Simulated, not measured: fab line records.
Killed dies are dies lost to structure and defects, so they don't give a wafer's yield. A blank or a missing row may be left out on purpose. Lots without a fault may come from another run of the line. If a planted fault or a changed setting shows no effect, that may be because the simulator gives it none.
Code-filled problem report in 8D (eight disciplines) form	flow sky130	the parts of the form that need people (team, actions taken, sign-off) are left out

== 1. THE ISSUE ==
Wafers without a fault read 0.4000 Pa, standard deviation 0.00079; chamber_pressure_pa at SKY_METAL5_SPUTTER_01 reads a mean of 0.4206 Pa on 3 wafers belonging to 2 lots. Measured from the usual mean, that is +26 standard deviations.
The step: material TiN, target thk 20 nm, time 16.7 s.
First observed at day 48 09:09: wafer L969.4, on pvd_sputter-03. The record has a number at this step for 36 wafers belonging to 12 lots. Rule for "out", or "out of limits": more than 4 standard deviations from the usual mean. Any other wafer with a number is counted as sound.

== 2. WHAT IT IS; WHAT IT IS NOT ==
question	is	is not
which readings at this step	chamber_pressure_pa	-
which lots	L969, L971	L952, L953, L954, L955, L956, L957, L958, L959, L965, L974
which wafers of those lots	L969.4, L969.5, L971.2	L969.3, L971.1, L971.4
read on which tools	pvd_sputter-03	pvd_sputter-02, pvd_sputter-04
when	from day 48 09:09	up to then (28 sound wafers); but 5 sound wafers of L971, L974 came after

== 3. THE SUSPECTS, EACH WITH WHAT RULES IT OUT ==
Counting: a tool at a process step up to the reading stays a suspect if it ran every lot that is out. Sound lots after the first of them don't rule it out here, since some wafers of a struck lot are sound.
- pvd_sputter-04 at SKY_CAP2M_SPUTTER_02 (material TiN, target thk 200 nm, time 166.7 s): kept. It ran every lot that is out, first L969 (day 45 16:10); its last sound lot up to then is L959 (day 43 13:27).
- pvd_sputter-03 at SKY_METAL5_SPUTTER_01 (material TiN, target thk 20 nm, time 16.7 s): kept. It ran every lot that is out, first L969 (day 48 09:09); its last sound lot up to then is L959 (day 46 11:59). Its own chamber_pressure_pa readings are out on those wafers.
The count leaves pvd_sputter-03 at SKY_METAL5_SPUTTER_01 and pvd_sputter-04 at SKY_CAP2M_SPUTTER_02.

== 4. THE CAUSE (what the simulator had put in) ==
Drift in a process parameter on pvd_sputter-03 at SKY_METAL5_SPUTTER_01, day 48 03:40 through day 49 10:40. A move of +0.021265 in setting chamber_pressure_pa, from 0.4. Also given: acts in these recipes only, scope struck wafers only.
This tool is one of the 2 suspects left after counting.

== 5. THE EFFECT CHAIN, in route order ==
Rows list readings where the struck wafers' mean (over those with a number) sits beyond 3 standard deviations from the usual. Only readings for which the record gives a usual standard deviation are gone through. hours: the time from each lot's start at the first step in this table that gives one to its start at this step, as a median over the lots. sigmas: the change in usual standard deviations.
hours	step	reading	usual	on struck wafers	change	sigmas
0	SKY_METAL5_SPUTTER_01	chamber_pressure_pa	0.4000 Pa	0.4206	+0.0206	+26
The process steps in it:
- SKY_METAL5_SPUTTER_01: material TiN, target thk 20 nm, time 16.7 s.

== 6. WHAT WOULD HAVE CAUGHT IT SOONER ==
5 hours passed between the start of the fault at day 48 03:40 and the first reading out of limits in this record, taken at day 48 09:09.
